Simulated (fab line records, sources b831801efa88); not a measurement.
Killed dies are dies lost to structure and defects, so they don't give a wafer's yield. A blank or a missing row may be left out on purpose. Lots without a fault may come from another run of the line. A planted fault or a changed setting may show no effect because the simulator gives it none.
One fault seen from 2 desks | flow gf180mcu | each desk has only its own numbers; what lay behind them comes last

THE METROLOGY DESK
What the gauges read, lot by lot, whatever tool the lot ran on: means of the sampled wafers that have a number. A lot is out of limits, marked OUT, if its mean lies more than 4 standard deviations from the usual mean; the brackets give that distance.
Columns: A = SALICIDE_TIN_RS at GF_SALICIDE_RS_MEAS_04, usual 16.3 ohm/sq; B = CONTACT_CVD_00_THK at GF_CONTACT_THK_MEAS_01, usual 300 nm; C = CONTACT_CVD_02_THK at GF_CONTACT_THK_MEAS_03, usual 857 nm; D = CONTACT_W_THK at GF_CONTACT_THK_MEAS_26, usual 301 nm
lot  | first seen here | A    | B   | C              | D
L159 | day 14 21:05    | 16.3 | 295 | 872            | 296
L160 | day 15 10:57    | 16.5 | 299 | 873            | 304
L162 | day 15 19:57    | 16.1 | 299 | 854            | 310
L161 | day 16 02:45    | 16.4 | 298 | 867            | 298
L163 | day 16 05:19    | 16.0 | 297 | 886            | 299
L164 | day 16 16:23    | 15.8 | 299 | 852            | 303
L165 | day 17 15:55    | 16.6 | 300 | 846            | 300
L172 | day 19 19:14    | 15.9 | 302 | 742 (-8.8) OUT | 306
L173 | day 20 03:05    | 16.6 | 304 | 764 (-7.2) OUT | 302
L174 | day 20 10:43    | 16.0 | 303 | 787 (-5.4) OUT | 296
L176 | day 21 07:28    | 16.1 | 298 | 853            | 301
L180 | day 22 17:49    | 16.6 | 301 | 859            | 295
This desk's finding: out of limits on L172, L173, L174; first on L172, day 19 19:52 (CONTACT_CVD_02_THK at GF_CONTACT_THK_MEAS_03). In limits: L159, L160, L162, L161, L163, L164, L165, L176, L180.

THE TOOL OWNER'S DESK: pecvd-04
The tool's own readings at GF_CONTACT_CVD_02 (deposits SiO2 from TEOS, target thk 860 nm, time 95.992 s): means of the sampled wafers that have a number, for each lot that ran on this tool. A lot is out of limits, marked OUT, if its mean lies more than 4 standard deviations from the usual mean; the brackets give that distance.
Columns: A = heater_power_w at GF_CONTACT_CVD_02, usual 653 W
lot  | first seen here | A
L159 | day 14 21:40    | 566
L165 | day 17 16:28    | 650
L172 | day 19 19:46    | 708
L173 | day 20 03:49    | 556
L174 | day 20 11:16    | 708
This desk's finding: nothing out of limits on any of the 5 lots.

PUT TOGETHER
The metrology desk could have raised an alarm at day 19 19:52, on L172, L173, L174.
The tool owner's desk saw nothing out of limits.
The tool owner's desk has L172, L173, L174 on record, within its limits.
Of the lots named, all ran GF_CONTACT_CVD_02 on pecvd-04.

WHAT THE SIMULATOR HAD PUT IN
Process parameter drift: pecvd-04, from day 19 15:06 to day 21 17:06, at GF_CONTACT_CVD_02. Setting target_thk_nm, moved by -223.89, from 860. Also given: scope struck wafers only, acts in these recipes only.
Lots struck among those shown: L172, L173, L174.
Hours from the fault's start to each desk's first reading out of limits: the metrology desk, 5.
